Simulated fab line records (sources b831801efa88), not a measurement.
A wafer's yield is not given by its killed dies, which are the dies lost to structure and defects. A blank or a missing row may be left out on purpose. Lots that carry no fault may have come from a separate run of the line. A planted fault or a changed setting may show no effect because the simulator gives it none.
Matching of chambers | flow sky130 | SKY_LI_CONTACT_CMP_02 on cmp-01 has 4 sister chambers
The step polishes PSG. 8 wafers are shown with their chamber, then 10 later ones without.

EACH WAFER AND ITS CHAMBER
wafer  | chamber | motorCurrentA (A) | timeToEndpointS (s)
L322.5 | 1       | 10.3              | 31.7
L324.3 | 1       | 10.2              | 27.7
L336.3 | 0       | 10.8              | 30.5
L338.4 | 2       | 11.5              | 30.2
L338.5 | 3       | 10.5              | 29.1
L338.6 | 0       | 10.7              | 32.2
L339.1 | 3       | 10.7              | 31.3
L339.3 | 2       | 11.9              | 28.3

WAFERS WITHOUT THEIR CHAMBER
wafer  | motorCurrentA (A) | timeToEndpointS (s)
L339.4 | 10.7              | 31.1
L340.1 | 10.7              | 32.8
L340.3 | 10.9              | 33.5
L340.5 | 10.1              | 32.8
L341.2 | 12.3              | 31.8
L341.3 | 10.9              | 36.9
L341.6 | 11.4              | 32.0
L342.4 | 11.9              | 28.6
L342.5 | 10.6              | 32.1
L342.6 | 10.7              | 31.3

WHICH CHAMBER EACH ONE RAN IN
wafer  | from the rows above          | in truth
L339.4 | can't be placed: 0 or 3      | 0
L340.1 | can't be placed: 0 or 3      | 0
L340.3 | can't be placed: 0 or 3      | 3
L340.5 | can't be placed: 1 or 3      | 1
L341.2 | 2                            | 2
L341.3 | can't be placed: 0 or 3      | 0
L341.6 | can't be placed: 2 or 0      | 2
L342.4 | 2                            | 2
L342.5 | can't be placed: 0 or 3 or 1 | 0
L342.6 | can't be placed: 0 or 3      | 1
Correct placement for 2 of the 10. Cannot be placed on the basis of these rows: 8; the candidates contain the true chamber in 7. Wrongly placed: 0.
How it was worked out, from the rows above alone: a wafer's distance from a chamber is the root of the sum, over the readings, of the square of ((its reading less the chamber's mean) divided by the reading's scatter). If the next closest chamber is less than 2 further off than the closest, the wafer can't be placed; otherwise it belongs to the closest. A chamber's mean is the mean of its shown wafers. How the scatter is found: for the shown wafers, subtract from each reading the mean of its chamber, square and add these, divide the total by (wafers less chambers), then take the root.
